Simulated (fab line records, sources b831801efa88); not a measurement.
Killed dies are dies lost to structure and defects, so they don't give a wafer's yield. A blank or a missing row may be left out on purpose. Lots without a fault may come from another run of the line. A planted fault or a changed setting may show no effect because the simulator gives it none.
Which tool did it? | flow gf180mcu | 12 lots, 36 wafers sampled, at 5 steps of a route of 602

WHAT THE GAUGES READ, wafer by wafer
GF_VT_IMPLANT_OVL_MEAS_40.
lot  | measured     | on         | VT_IMPLANT_03_OVL (nm)
L279 | day 7 19:32  | overlay-01 | -1.2 -1.1 -1.4
L280 | day 7 23:50  | overlay-02 | 0.2 -2.1 0.0
L281 | day 8 03:10  | overlay-01 | -0.6 0.3 -0.4
L282 | day 8 08:16  | overlay-02 | -0.5 -0.7 -0.2
L283 | day 8 15:21  | overlay-02 | -0.6 -1.6 -0.2
L284 | day 8 22:04  | overlay-02 | -2.3 -1.1 -0.4
L290 | day 10 15:58 | overlay-02 | 0.0 0.5 1.9
L291 | day 11 01:27 | overlay-01 | -0.5 -2.1 -1.2
L292 | day 11 13:06 | overlay-02 | 0.8 0.2 -0.8
L300 | day 13 11:12 | overlay-01 | -0.4 -0.1 0.6
L301 | day 13 16:18 | overlay-02 | 0.9 0.3 -0.1
L302 | day 13 23:30 | overlay-02 | -2.0 -2.0 -1.6

GF_POLY_GATE_OVL_MEAS_11.
lot  | measured     | on         | POLY_GATE_OVL (nm)
L279 | day 9 11:02  | overlay-02 | 10 11 8
L280 | day 9 17:23  | overlay-01 | 9 5 1
L281 | day 10 01:37 | overlay-02 | 0 10 3
L282 | day 10 01:58 | overlay-02 | 7 4 7
L283 | day 10 07:52 | overlay-01 | 1 -1 0
L284 | day 10 14:41 | overlay-01 | 1 4 5
L290 | day 12 11:24 | overlay-01 | -9 -4 -1
L291 | day 12 21:43 | overlay-01 | 9 2 2
L292 | day 13 10:39 | overlay-02 | 10 9 13
L300 | day 15 11:22 | overlay-02 | 4 3 0
L301 | day 15 18:22 | overlay-02 | 6 8 10
L302 | day 16 00:59 | overlay-02 | 10 3 9

GF_HV_LDD_THK_MEAS_57.
lot  | measured     | on            | HV_LDD_CVD_56_THK (nm)
L279 | day 12 19:04 | film_metro-02 | 91.8 91.1 91.5
L280 | day 13 01:51 | film_metro-03 | 89.9 89.8 90.0
L281 | day 13 11:19 | film_metro-02 | 89.9 89.9 90.0
L282 | day 13 13:49 | film_metro-03 | 90.7 89.7 89.8
L283 | day 13 18:17 | film_metro-01 | 90.6 90.3 90.8
L284 | day 14 02:34 | film_metro-01 | 90.3 91.4 90.7
L290 | day 16 06:23 | film_metro-03 | 89.8 88.8 89.0
L291 | day 16 17:47 | film_metro-03 | 98.9 99.8 99.9
L292 | day 17 06:03 | film_metro-03 | 99.5 98.8 99.0
L300 | day 19 12:23 | film_metro-01 | 89.7 89.6 90.0
L301 | day 19 22:02 | film_metro-01 | 89.4 88.1 88.9
L302 | day 20 04:20 | film_metro-02 | 89.1 89.3 89.8

WHICH TOOL RAN EACH LOT (tool, then ch and the chambers of the sampled wafers, then the start)
lot  | GF_HV_LDD_RTA_52                 | GF_HV_LDD_CVD_56
L279 | rtp_anneal-01 ch 0, day 12 16:22 | lpcvd-02 ch 1, day 12 17:37
L280 | rtp_anneal-02 ch 0, day 12 23:10 | lpcvd-01 ch 0, day 13 00:26
L281 | rtp_anneal-02 ch 0, day 13 08:34 | lpcvd-02 ch 1, day 13 09:52
L282 | rtp_anneal-02 ch 0, day 13 10:43 | lpcvd-02 ch 1, day 13 12:23
L283 | rtp_anneal-02 ch 0, day 13 15:35 | lpcvd-01 ch 1, day 13 16:51
L284 | rtp_anneal-01 ch 0, day 13 23:52 | lpcvd-01 ch 1, day 14 01:06
L290 | rtp_anneal-01 ch 0, day 16 03:41 | lpcvd-01 ch 0, day 16 04:57
L291 | rtp_anneal-01 ch 0, day 16 15:05 | lpcvd-01 ch 0, day 16 16:21
L292 | rtp_anneal-01 ch 0, day 17 03:21 | lpcvd-01 ch 0, day 17 04:37
L300 | rtp_anneal-02 ch 0, day 19 09:42 | lpcvd-02 ch 1, day 19 10:57
L301 | rtp_anneal-02 ch 0, day 19 19:21 | lpcvd-02 ch 0, day 19 20:36
L302 | rtp_anneal-02 ch 0, day 20 01:38 | lpcvd-02 ch 0, day 20 02:53
- GF_HV_LDD_RTA_52: time 10 s.
- GF_HV_LDD_CVD_56: deposits Si3N4 from DCS/NH3, target thk 90 nm, time 1543 s.

WHAT THE TOOLS THEMSELVES READ (means of the sampled wafers that have a number; where no wafer has one, the mark that the record gives instead)
GF_HV_LDD_RTA_52.
lot  | tool          | lamp_power_pct (%) | wafer_temp_C_max
L279 | rtp_anneal-01 | 32.7               | 1010.5
L280 | rtp_anneal-02 | 30.5               | 1004.5
L281 | rtp_anneal-02 | 30.5               | 1005.3
L282 | rtp_anneal-02 | 30.5               | 1004.4
L283 | rtp_anneal-02 | 30.4               | 1005.0
L284 | rtp_anneal-01 | 32.7               | 1007.7
L290 | rtp_anneal-01 | 32.7               | 1010.9
L291 | rtp_anneal-01 | 32.7               | 1007.5
L292 | rtp_anneal-01 | 32.7               | 1008.6
L300 | rtp_anneal-02 | 30.5               | 1005.3
L301 | rtp_anneal-02 | 30.5               | 1004.4
L302 | rtp_anneal-02 | 30.5               | 1005.1

THE ANSWER, worked out from the rows above alone
Rule: what is usual is taken from the lots themselves. Put in order of their means at a reading, lots are off if they are a third of the lots or fewer, leave a main group of 4 or more, and stand apart from it by a gap of 3 or more times the standard deviation of the main group's means; of several such gaps the widest counts. A main group whose means are all the same, to the digits that the tables above print for the reading, isn't used. A lot without any number at a reading at which 4 lots or more have one is off too. The other lots that the step has rows for count as sound. The gauges are gone through in route order, then the tools' own readings, and for those a lot's mean is taken as printed above. The first step at which some lot is off is used, and at that step the reading that is off furthest; a lot without a number counts as furthest.
Off: L291, L292, at GF_HV_LDD_THK_MEAS_57 (HV_LDD_CVD_56_THK). The main group: mean 90.0 nm, standard deviation 0.75.
A tool fits if, at a process step before that reading, it ran every lot that is off, and no sound lot after the first of them. The gauges at GF_HV_LDD_THK_MEAS_57 are tried like those tools. Can't be told from this: 3 tools fit, rtp_anneal-01 at GF_HV_LDD_RTA_52, lpcvd-01 at GF_HV_LDD_CVD_56, film_metro-03 at GF_HV_LDD_THK_MEAS_57.

WHAT THE SIMULATOR HAD PUT IN
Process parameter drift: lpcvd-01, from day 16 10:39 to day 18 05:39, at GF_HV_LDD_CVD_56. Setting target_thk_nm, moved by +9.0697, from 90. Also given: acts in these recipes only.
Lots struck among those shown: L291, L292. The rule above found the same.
